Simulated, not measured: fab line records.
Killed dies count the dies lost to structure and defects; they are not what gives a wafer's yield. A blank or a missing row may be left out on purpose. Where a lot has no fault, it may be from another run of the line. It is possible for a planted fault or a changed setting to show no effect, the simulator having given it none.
Matching of chambers || flow gf180mcu || 4 sister chambers for GF_V2_ETCH_16 on rieDiel-04
The step etches BARC in N2/H2. 4 wafers are shown with their chamber, then 7 later ones without.

## EACH WAFER AND ITS CHAMBER
{"wafer": "L088.4", "chamber": 3, "drypumpMotorCurrentA (A)": 5.5}
{"wafer": "L088.5", "chamber": 2, "drypumpMotorCurrentA (A)": 6.4}
{"wafer": "L092.2", "chamber": 1, "drypumpMotorCurrentA (A)": 5.5}
{"wafer": "L092.3", "chamber": 0, "drypumpMotorCurrentA (A)": 5.7}

## WAFERS MISSING THEIR CHAMBER
{"wafer": "L092.4", "drypumpMotorCurrentA (A)": 5.6}
{"wafer": "L094.1", "drypumpMotorCurrentA (A)": 5.7}
{"wafer": "L094.4", "drypumpMotorCurrentA (A)": 5.5}
{"wafer": "L094.5", "drypumpMotorCurrentA (A)": 5.5}
{"wafer": "L095.1", "drypumpMotorCurrentA (A)": 5.5}
{"wafer": "L095.4", "drypumpMotorCurrentA (A)": 5.5}
{"wafer": "L095.5", "drypumpMotorCurrentA (A)": 6.4}

## CHAMBER TAKEN BY EACH
{"wafer": "L092.4", "from the rows above": "can't be placed: 1 or 3 or 0", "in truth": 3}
{"wafer": "L094.1", "from the rows above": 0, "in truth": 0}
{"wafer": "L094.4", "from the rows above": "can't be placed: 1 or 3", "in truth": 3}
{"wafer": "L094.5", "from the rows above": "can't be placed: 1 or 3", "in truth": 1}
{"wafer": "L095.1", "from the rows above": "can't be placed: 1 or 3", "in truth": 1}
{"wafer": "L095.4", "from the rows above": "can't be placed: 1 or 3", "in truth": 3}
{"wafer": "L095.5", "from the rows above": 2, "in truth": 2}
Correctly placed: 2 of 7. From these rows, 5 cannot be placed; in 5 the true chamber is one of the candidates. Placed wrongly: 0.
How it was worked out, from the rows above alone: a wafer's distance from a chamber is the root of the sum, over the readings, of the square of ((its reading less the chamber's mean) divided by the reading's scatter). The wafer belongs to the nearest chamber; if the next one is less than 2 further off, it can't be placed. A chamber's mean is the mean of its shown wafers. The scatter: with one shown wafer a chamber, the root of the mean of the squares of how far each hidden wafer lies from its nearest shown one.
